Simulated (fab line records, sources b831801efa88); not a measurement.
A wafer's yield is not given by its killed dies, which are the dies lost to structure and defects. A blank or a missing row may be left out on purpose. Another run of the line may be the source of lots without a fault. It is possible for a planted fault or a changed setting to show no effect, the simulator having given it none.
Comparing a struck lot with a sound one + flow sfqLine + 13 steps out of a route of 325
Sound: these wafers, L367.2, L367.4, L367.5. Struck: wafer L366.2. (L366.3, L366.6 of the same lot were not struck and are left out.) The cause comes at the end.
At each step with rows: each side's tool, then ch and its chambers, then its first start. Under that, the readings that differ: sound wafers + struck wafers + difference of the means + sigmas: that difference in standard deviations of wafers without a fault.
alike: readings whose means differ by less than 2 such deviations, and words and numbers that are the same on both sides. not compared: withheld readings, readings that some wafer has no value for, bounds like >300 that may hide the same value, and numbers for which the record gives no deviation and whose values overlap.
Wherever a step has rows on one side only, a row that says differs or no value, or a row with sigmas, the two part there. When numbers do not overlap yet have no deviation, they are printed without sigmas and do not part them. A reading missing from all wafers of one side parts the sides only when that side holds two or more wafers.

SFQ_INCOMING_BOW_MEAS_900:
  sound on filmMetro-03 at day 5 04:01; struck on filmMetro-04 at day 4 23:01
  alike: INCOMING_BOW
then, 1 step without rows for these wafers: SFQ_TRILAYER_INCOMING_OXIDATION_002 (target thk 500 nm, ox time 4939 s).
SFQ_TRILAYER_L0_DEP_SPUTTER_003: material MoNx KI, target thk 40 nm, time 100 s.
  sound on pvdSputter-03 at day 5 06:29; struck on pvdSputter-06 at day 5 01:29
| reading                                                 | sound            | struck | difference | sigmas |
|---------------------------------------------------------|------------------|--------|------------|--------|
| model.MoNx_KI_of_TRILAYER_L0_DEP_SPUTTER_003.thkNm (nm) | 40.09 40.2 39.64 | 25.29  | -14.69     |        |
  alike: throttleValvePct
SFQ_L0_RS_MEAS_901: uses a four-point probe to measure.
  sound on filmMetro-01 at day 5 06:35; struck on filmMetro-04 at day 5 01:52
| reading                | sound          | struck | difference | sigmas |
|------------------------|----------------|--------|------------|--------|
| L0_MONX_KI_RS (ohm/sq) | 43.3 43.3 43.9 | 68.9   | +25.4      | +64    |
  not compared: hold
SFQ_L0_THK_MEAS_902: measures by xrf.
  sound on filmMetro-01 at day 5 06:41; struck on filmMetro-04 at day 5 03:59
| reading             | sound          | struck | difference | sigmas |
|---------------------|----------------|--------|------------|--------|
| L0_MONX_KI_THK (nm) | 40.1 40.4 39.8 | 25.3   | -14.8      | -36    |
  not compared: hold
then, 5 steps without rows for these wafers: SFQ_TRILAYER_L0_LITHO_COAT_005 (resist thk 600 nm); SFQ_TRILAYER_L0_LITHO_SOFTBAKE_009; SFQ_TRILAYER_L0_LITHO_EXPOSE_006 (exposes mask L0, target cd 2000 nm); SFQ_TRILAYER_L0_LITHO_PEB_008 (peb time 60 s); SFQ_TRILAYER_L0_LITHO_DEVELOP_007 (time 60 s).
SFQ_TRILAYER_L0_BARC_OPEN_METAL_ETCH_010: etches BARC in O2, target depth 125 nm, time 41.7 s.
  sound on rieMetal-04 ch 0,1, day 6 17:19; struck on rieMetal-02 ch 0, day 6 12:31
  alike: drypumpMotorCurrentA, oesProductAu
  not compared: rfHoursCounterH
SFQ_TRILAYER_L0_ETCH_METAL_ETCH_008: etches MoNx KI in SF6/O2, stops on SiO2, target depth 50 nm, time 25 s.
  sound on rieMetal-04 ch 0,1, day 6 17:22; struck on rieMetal-02 ch 0, day 6 12:34
| reading             | sound             | struck | difference | sigmas |
|---------------------|-------------------|--------|------------|--------|
| oesProductAu (a.u.) | 0.870 0.880 0.866 | 0.695  | -0.177     | -29    |
  alike: drypumpMotorCurrentA
  not compared: rfHoursCounterH
SFQ_TRILAYER_L0_STRIP_STRIP_009: strips in O2.
  sound on rieMetal-04 ch 0,1, day 6 17:25; struck on rieMetal-02 ch 0, day 6 12:37
  alike: drypumpMotorCurrentA, oesProductAu
  not compared: rfHoursCounterH

WHERE THEY PART
First at SFQ_L0_RS_MEAS_901; last, within this record, at SFQ_TRILAYER_L0_ETCH_METAL_ETCH_008. Later steps at which nothing parts them and some readings are alike: SFQ_TRILAYER_L0_STRIP_STRIP_009.

WHY: the cause the simulator had injected
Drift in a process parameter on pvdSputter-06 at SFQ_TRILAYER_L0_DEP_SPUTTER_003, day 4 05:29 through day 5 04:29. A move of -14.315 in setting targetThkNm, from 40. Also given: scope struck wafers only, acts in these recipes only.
